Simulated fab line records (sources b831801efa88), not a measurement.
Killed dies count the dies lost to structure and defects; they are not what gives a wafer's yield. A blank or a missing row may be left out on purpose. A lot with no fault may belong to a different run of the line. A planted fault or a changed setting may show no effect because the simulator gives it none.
2 desks looking at one fault -- flow gf180mcu -- every desk sees just its own numbers, and what lay behind them comes last

## FOR THE TOOL OWNER'S DESK: implanter-04
The tool's own readings at GF_HV_LDD_IMPLANT_35: means of the sampled wafers that have a number, for each lot that ran on this tool. If a lot's mean is further than 4 standard deviations from the usual mean, the lot is out of limits and carries the mark OUT (the distance appears in the brackets).
Columns: A = dose_ions_cm2 at GF_HV_LDD_IMPLANT_35, usual 7.499e+12; B = end_station_pressure_torr at GF_HV_LDD_IMPLANT_35, usual 5e-06 Torr; C = faraday_current_uA at GF_HV_LDD_IMPLANT_35, usual 42.3
lot,first seen here,A,B,C
L824,day 11 19:30,7.498e+12,5e-06,42.8
L842,day 17 16:38,8.034e+12 (+64) OUT,5e-06,45.6
L843,day 18 03:47,8.034e+12 (+64) OUT,5e-06,45.6
This desk's verdict: out of limits on L842, L843, starting with L842 at day 17 16:38 (dose_ions_cm2 at GF_HV_LDD_IMPLANT_35). L824: within limits.

## METROLOGY DESK
Means of the sampled wafers that have a number, per lot and without regard to the tool the lot ran on: this is what the gauges read. If a lot's mean is further than 4 standard deviations from the usual mean, the lot is out of limits and carries the mark OUT (the distance appears in the brackets). Shown here are 7 of its 10 readings, the ones lying furthest out on some lot.
Columns: A = HV_LDD_02_OVL at GF_HV_LDD_OVL_MEAS_32, usual 1.3 nm; B = HV_LDD_3_TW at GF_HV_LDD_TW_MEAS_38, usual 1448; C = cd_nm at GF_HV_LDD_CD_MEAS_46, usual 400.0 nm; D = HV_LDD_03_OVL at GF_HV_LDD_OVL_MEAS_47, usual 0.4 nm; E = HV_LDD_RS at GF_HV_LDD_RS_MEAS_53, usual 419.2 ohm/sq; F = HV_LDD_CVD_54_THK at GF_HV_LDD_THK_MEAS_55, usual 9.91 nm; G = HV_LDD_CVD_56_THK at GF_HV_LDD_THK_MEAS_57, usual 89.5 nm
lot,first seen here,A,B,C,D,E,F,G
L824,day 11 00:25,0.9,1460,403.2,-2.5,420.4,10.00,89.3
L825,day 11 12:19,2.9,1443,399.2,0.9,418.9,9.82,89.3
L830,day 13 02:39,0.0,1446,396.0,-0.1,420.6,9.61,90.0
L842,day 16 17:37,2.1,1452,400.4,-1.0,417.7,9.94,90.8
L843,day 17 04:08,3.8,1447,399.5,0.0,418.1,9.89,88.9
L846,day 18 08:49,2.3,1455,396.9,0.1,419.3,9.85,88.9
This desk's verdict: no lot among the 6 shows anything out of limits.

## PUT TOGETHER
The tool owner's desk had the chance to raise an alarm at day 17 16:38 on L842, L843.
Metrology desk: nothing out of limits seen.
The metrology desk has L842, L843 on record, within its limits.
The lots listed all ran GF_HV_LDD_IMPLANT_35 on implanter-04.

## WHAT THE SIMULATOR PUT IN
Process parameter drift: implanter-04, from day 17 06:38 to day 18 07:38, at GF_HV_LDD_IMPLANT_35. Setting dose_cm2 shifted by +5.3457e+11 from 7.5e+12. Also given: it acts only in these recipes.
Struck lots among those shown: L842, L843.
How many hours passed from the start of the fault until each desk's first out-of-limits reading: the tool owner's desk, 10.
